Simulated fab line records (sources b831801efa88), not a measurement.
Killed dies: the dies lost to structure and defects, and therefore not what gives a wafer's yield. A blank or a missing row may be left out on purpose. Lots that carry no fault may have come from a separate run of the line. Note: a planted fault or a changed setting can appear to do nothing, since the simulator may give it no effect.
Struck lot and sound lot, side by side	flow sky130	17 out of 708 route steps
Sound: wafers L195.3, L195.4, L195.6. Wafers L186.1, L186.2, L186.4 were the ones struck. The cause is named last.
At each step with rows: each side's tool, then ch and its chambers, then its first start. Under that, the readings that differ: sound wafers	struck wafers	difference of the means	sigmas: that difference in standard deviations of wafers without a fault.
alike: readings whose means differ by less than 2 such deviations, and words and numbers that are the same on both sides. not compared: withheld readings, readings that some wafer has no value for, bounds like >300 that may hide the same value, and numbers for which the record gives no deviation and whose values overlap.
A row with sigmas, a row that says differs or no value, or rows on one side alone: a step with any of these is where the two part. Numbers that have no deviation but don't overlap get no sigmas and don't part them. A reading that every wafer of one side lacks parts them only if that side has two wafers or more.

first, 2 steps without rows for these wafers: SKY_NWELL_IMPLANT_12; SKY_NWELL_IMPLANT_13.
SKY_NWELL_STRIP_14: strips in O2/N2.
  sound on plasmaAsher-01 ch 0,1, day 8 13:20; struck on plasmaAsher-01 ch 0,1, day 6 22:25
reading	sound	struck	difference	sigmas
stripTimeToEndpointS (s)	37.06 37.04 36.90	36.72 36.80 36.63	-0.28	-3
  alike: drypumpMotorCurrentA, oesProductAu
  not compared: rfHoursCounterH
SKY_NWELL_TW_MEAS_15:
  sound on filmMetro-02 at day 8 13:26; struck on filmMetro-01 at day 6 22:31
  alike: NWELL_TW
then, 7 steps without rows for these wafers: SKY_NWELL_DEHYDRATE_16 (time 60 s); SKY_NWELL_HMDS_17 (prime time 60 s); SKY_NWELL_COAT_18 (resist thk 3000 nm); SKY_NWELL_SOFTBAKE_19; SKY_NWELL_EXPOSE_20 (exposes mask NWM COMPLEMENT, target cd 840 nm); SKY_NWELL_PEB_21; SKY_NWELL_DEVELOP_22 (develop time 60 s).
SKY_NWELL_OVL_MEAS_23:
  sound on overlay-01 at day 9 12:24; struck on overlay-01 at day 7 17:40
  alike: NWELL_01_OVL
SKY_NWELL_IMPLANT_24:
  sound on implanter-03 ch 0, day 9 12:28; struck on implanter-02 ch 0, day 7 17:43
reading	sound	struck	difference	sigmas
doseIonsCm2	9.197e+12 9.21e+12 9.184e+12	1.0221e+13 1.0215e+13 1.0225e+13	+1.0233e+12	+99 or more
faradayCurrentUA	51.5 51.2 53.4	58.5 58.3 57.7	+6.1	+6
SKY_NWELL_STRIP_25: strips in O2/N2.
  sound on plasmaAsher-01 ch 0,1, day 9 12:36; struck on plasmaAsher-02 ch 0,1, day 7 17:52
  alike: drypumpMotorCurrentA, oesProductAu, stripTimeToEndpointS
  not compared: rfHoursCounterH
SKY_NWELL_TW_MEAS_26:
  sound on filmMetro-01 at day 9 12:41; struck on filmMetro-03 at day 7 17:58
reading	sound	struck	difference	sigmas
NWELL_2_TW	499.0 496.1 497.3	512.4 514.0 511.4	+15.1	+5
then, 1 step without rows for these wafers: SKY_NWELL_CLEAN_27 (cleans in SC1/SC2, time 150 s).
-- the record jumps here: 41 days lie between the struck wafers' starts before and after (it left off in module NWELL and takes up again in module PAD_OPEN, whose first step shown is number 708 of the route) --
SKY_PAD_OPEN_PROBE_99:
  sound on prober-01 at day 50 07:05; struck on prober-02 at day 48 17:26
reading	sound	struck	difference	sigmas
model.etest.pfet_16v.rOnOhmUm	1.562e+04 1.552e+04 1.606e+04	1.476e+04 1.445e+04 1.472e+04	-1.090e+03	
model.etest.resPwellUnderGate.rsOhmSq	2289 2305 2278	2146 2150 2134	-147	
model.etest.pfet_16v.driveUaUm	239.2 240.3 233.4	253.4 254.7 254.6	+16.6	
model.etest.fieldN.vtV (V)	36.05 35.88 36.05	38.07 37.84 37.97	+1.97	
  alike: killed_at_M0_to_M3, killed_at_M4_up, killedAtContacts, killedAtFrontEnd, killedAtOther, killedDies, killedOpen, killedShort

WHERE THEY PART
Last at SKY_NWELL_TW_MEAS_26 as far as this record goes, first at SKY_NWELL_STRIP_14. Later steps at which nothing parts them and some readings are alike: SKY_PAD_OPEN_PROBE_99.

WHY: the cause the simulator had injected
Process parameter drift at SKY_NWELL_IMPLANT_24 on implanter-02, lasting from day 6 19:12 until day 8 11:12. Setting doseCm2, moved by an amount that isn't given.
